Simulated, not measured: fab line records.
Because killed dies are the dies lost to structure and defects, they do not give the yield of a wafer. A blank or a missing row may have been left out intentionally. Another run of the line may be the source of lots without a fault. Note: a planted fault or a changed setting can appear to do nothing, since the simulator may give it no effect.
Problem report, 8D (eight disciplines) form, completed by code || flow sky130 || the parts of the form that need people (team, actions taken, sign-off) are left out

== 1. THE ISSUE ==
Wafers without a fault read 0.978 a.u., standard deviation 0.0063; oesProductAu at SKY_PAD_OPEN_ETCH_07 reads a mean of 0.803 a.u. on 3 wafers belonging to 3 lots. Measured from the usual mean, that is -28 standard deviations.
The step: etches the open film in CF4/O2, stops on AlCu, target depth 725 nm, time 161.1 s.
First seen on wafer L461.2, day 50 12:25, on rieDiel-03. The record has a number at this step for 34 wafers belonging to 12 lots. The rule behind "out" and "out of limits": a value lying over 4 standard deviations away from the usual mean. Any other wafer with a number is counted as sound.

== 2. WHAT THIS IS AND IS NOT ==
{"question": "which readings at this step", "is": "oesProductAu, throttleValvePct", "is not": "chamberPressureMTorr, drypumpMotorCurrentA"}
{"question": "which lots", "is": "L461, L464, L466", "is not": "L445, L447, L448, L449, L450, L452, L453, L467, L468"}
{"question": "which wafers of those lots", "is": "L461.2, L464.2, L466.2", "is not": "L461.1, L464.1, L466.3, L466.6"}
{"question": "read on which tools", "is": "rieDiel-03", "is not": "rieDiel-02, rieDiel-04"}
{"question": "when", "is": "from day 50 12:25", "is not": "up to then (22 sound wafers); but 9 sound wafers of L464, L466, L467, L468 came after"}

== 3. WHAT RULES OUT EACH SUSPECT ==
Counting: a tool at a process step up to the reading stays a suspect if it ran every lot that is out. Sound lots after the first of them don't rule it out here, since some wafers of a struck lot are sound.
- rieDiel-03 at SKY_PAD_OPEN_ETCH_07 (etches the open film in CF4/O2, stops on AlCu, target depth 725 nm, time 161.1 s): kept. It ran every lot that is out, first L461 (day 50 12:25); its last sound lot up to then is L453 (day 48 11:34). On those wafers its own readings are out: oesProductAu, throttleValvePct.
- Within rieDiel-03 at SKY_PAD_OPEN_ETCH_07: the wafers that are out ran in chambers 0, 1; their sound lot-mates ran in chamber 3.
Remaining after the count: rieDiel-03 at SKY_PAD_OPEN_ETCH_07.

== 4. THE CAUSE (what the simulator had put in) ==
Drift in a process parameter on rieDiel-03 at SKY_PAD_OPEN_ETCH_07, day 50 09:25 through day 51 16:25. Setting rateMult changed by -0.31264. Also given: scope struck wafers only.
The count eliminated every tool but this one.

== 5. SEQUENCE OF EFFECTS, ordered by route ==
Each row: a reading where the mean over the struck wafers with a number is more than 3 standard deviations away from the usual. Readings are gone through only where the record gives a usual standard deviation; hours: the median, over the lots, of the time from a lot's start at the first step in this table giving one to that lot's start at this step; sigmas: the change measured in usual standard deviations.
{"hours": 0, "step": "SKY_PAD_OPEN_ETCH_07", "reading": "oesProductAu", "usual": "0.978 a.u.", "on struck wafers": 0.803, "change": -0.175, "sigmas": -28}
{"hours": 0, "step": "SKY_PAD_OPEN_ETCH_07", "reading": "throttleValvePct", "usual": "5.965 %", "on struck wafers": 5.916, "change": -0.049, "sigmas": -5.4}
{"hours": 2, "step": "SKY_PAD_OPEN_PROBE_99", "reading": "defectLimitedYield", "usual": "82.3 %", "on struck wafers": 0.0, "change": -82.3, "sigmas": -46}
{"hours": 2, "step": "SKY_PAD_OPEN_PROBE_99", "reading": "killedAtOther", "usual": 0.3, "on struck wafers": 404.7, "change": "+404.4", "sigmas": "+99 or more"}
{"hours": 2, "step": "SKY_PAD_OPEN_PROBE_99", "reading": "killedDies", "usual": 87, "on struck wafers": 492, "change": "+405", "sigmas": "+46"}
{"hours": 2, "step": "SKY_PAD_OPEN_PROBE_99", "reading": "killedOnRim", "usual": 16, "on struck wafers": 96, "change": "+80", "sigmas": "+22"}
{"hours": 2, "step": "SKY_PAD_OPEN_PROBE_99", "reading": "sort_bin_5_function", "usual": "10.5 %", "on struck wafers": 92.8, "change": "+82.3", "sigmas": "+59"}
{"hours": 2, "step": "SKY_PAD_OPEN_PROBE_99", "reading": "sortNPass", "usual": 405, "on struck wafers": 0, "change": -405, "sigmas": -46}
{"hours": 2, "step": "SKY_PAD_OPEN_PROBE_99", "reading": "sortYieldPct", "usual": "82.3 %", "on struck wafers": 0.0, "change": -82.3, "sigmas": -46}
Its process steps:
- SKY_PAD_OPEN_ETCH_07: etches the open film in CF4/O2, stops on AlCu, target depth 725 nm, time 161.1 s.
- SKY_PAD_OPEN_PROBE_99

== 6. HOW IT WOULD HAVE BEEN CAUGHT EARLIER ==
First out-of-limits reading in this record: day 50 12:25, which is 3 hours after fault onset at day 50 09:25.
